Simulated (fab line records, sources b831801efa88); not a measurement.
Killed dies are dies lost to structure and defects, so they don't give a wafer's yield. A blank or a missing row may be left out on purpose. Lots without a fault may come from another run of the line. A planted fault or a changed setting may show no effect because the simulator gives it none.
A struck lot beside a sound one | flow sfq_line | 17 steps out of a route of 325
Sound: wafers L493.1, L493.2, L493.6. Struck: wafers L498.1, L498.5, L498.6. The cause comes at the end.
At each step with rows: each side's tool, then ch and its chambers, then its first start. Under that, the readings that differ: sound wafers | struck wafers | difference of the means | sigmas: that difference in standard deviations of wafers without a fault.
alike: readings whose means differ by less than 2 such deviations, and words and numbers that are the same on both sides. not compared: withheld readings, readings that some wafer has no value for, bounds like >300 that may hide the same value, and numbers for which the record gives no deviation and whose values overlap.
The two part at a step that has a row with sigmas, a row that says differs or no value, or rows on one side only. Numbers that don't overlap but have no deviation are shown without sigmas and don't part them. A reading that every wafer of one side lacks parts them only if that side has two wafers or more.

SFQ_M4_OVL_MEAS_926:
  sound on overlay-01, day 44 04:22; struck on overlay-01, day 51 15:15
  alike: M4_OVL
SFQ_TRILAYER_M4_BARC_OPEN_METAL_ETCH_123: etches BARC in O2, target depth 125 nm, time 41.7 s.
  sound on rie_metal-03 ch 0,1, day 44 04:24; struck on rie_metal-02 ch 0,1, day 51 15:17
  alike: drypump_motor_current_A, he_backside_leak_sccm, oes_product_au
  not compared: rf_hours_counter_h
then, 1 step without rows for these wafers: SFQ_TRILAYER_M4_ETCH_METAL_ETCH_096 (etches Nb in Cl2/Ar, stops on SiO2, target depth 240 nm, time 120 s).
SFQ_TRILAYER_M4_STRIP_STRIP_097: strips in O2.
  sound on rie_metal-03 ch 0,1, day 44 04:35; struck on rie_metal-02 ch 0,1, day 51 15:28
  alike: drypump_motor_current_A, he_backside_leak_sccm, oes_product_au
  not compared: rf_hours_counter_h
then, 2 steps without rows for these wafers: SFQ_TRILAYER_M4_STRIP_SOLV_CLEAN_098 (cleans in NMP, time 600 s); SFQ_TRILAYER_I4_DEP_PECVD_099 (deposits SiO2 from SiH4/N2O, time 111.11 s, target thk 500 nm).
SFQ_TRILAYER_I4_CMP_CMP_100: polishes SiO2.
  sound on cmp-02 ch 2,3, day 44 05:29; struck on cmp-02 ch 1,2, day 51 16:50
  reading                | sound       | struck      | difference | sigmas
  time_to_endpoint_s (s) | 193 202 197 | 208 218 210 | +15        | +2
  alike: motor_current_A
SFQ_I4_BOW_MEAS_927:
  sound on film_metro-03, day 44 08:29; struck on film_metro-02, day 51 19:20
  alike: I4_BOW
SFQ_TRILAYER_I4_METRO_MEASURE_101:
  sound on film_metro-03, day 44 08:37; struck on film_metro-02, day 51 19:27
  alike: thk_nm
then, 3 steps without rows for these wafers: SFQ_TRILAYER_I4_VIA_LITHO_COAT_108 (resist thk 62 nm); SFQ_TRILAYER_I4_VIA_LITHO_COAT_103 (resist thk 650 nm); SFQ_TRILAYER_I4_VIA_LITHO_SOFTBAKE_107.
SFQ_TRILAYER_I4_VIA_LITHO_EXPOSE_104: exposes mask I4, target cd 700 nm.
  sound on krf_scanner-02 ch 0, day 44 11:27; struck on krf_scanner-02 ch 0, day 51 21:24
  reading                    | sound             | struck            | difference | sigmas
  model.I4.overlay_x_nm (nm) | 3.544 3.544 3.544 | 84.69 84.69 84.69 | +81.15     |
  alike: mask, reticle_temp_C
then, 2 steps without rows for these wafers: SFQ_TRILAYER_I4_VIA_LITHO_PEB_106 (peb time 60 s); SFQ_TRILAYER_I4_VIA_LITHO_DEVELOP_105 (time 60 s).
SFQ_I4_OVL_MEAS_928:
  sound on overlay-01, day 44 12:57; struck on overlay-02, day 51 22:54
  reading     | sound   | struck   | difference | sigmas
  I4_OVL (nm) | 13 3 10 | 90 90 93 | +82        | +16
SFQ_TRILAYER_I4_VIA_BARC_OPEN_VIA_ETCH_146: etches BARC in O2, target depth 125 nm, time 41.7 s.
  sound on rie_diel-01 ch 0,2,3, day 44 12:59; struck on rie_diel-04 ch 0,1,3, day 51 22:56
  alike: drypump_motor_current_A, oes_product_au
  not compared: rf_hours_counter_h

WHERE THEY PART
First at SFQ_TRILAYER_I4_CMP_CMP_100; last, within this record, at SFQ_I4_OVL_MEAS_928. Later steps at which nothing parts them and some readings are alike: SFQ_TRILAYER_I4_VIA_BARC_OPEN_VIA_ETCH_146.

WHY: what the simulator had put in
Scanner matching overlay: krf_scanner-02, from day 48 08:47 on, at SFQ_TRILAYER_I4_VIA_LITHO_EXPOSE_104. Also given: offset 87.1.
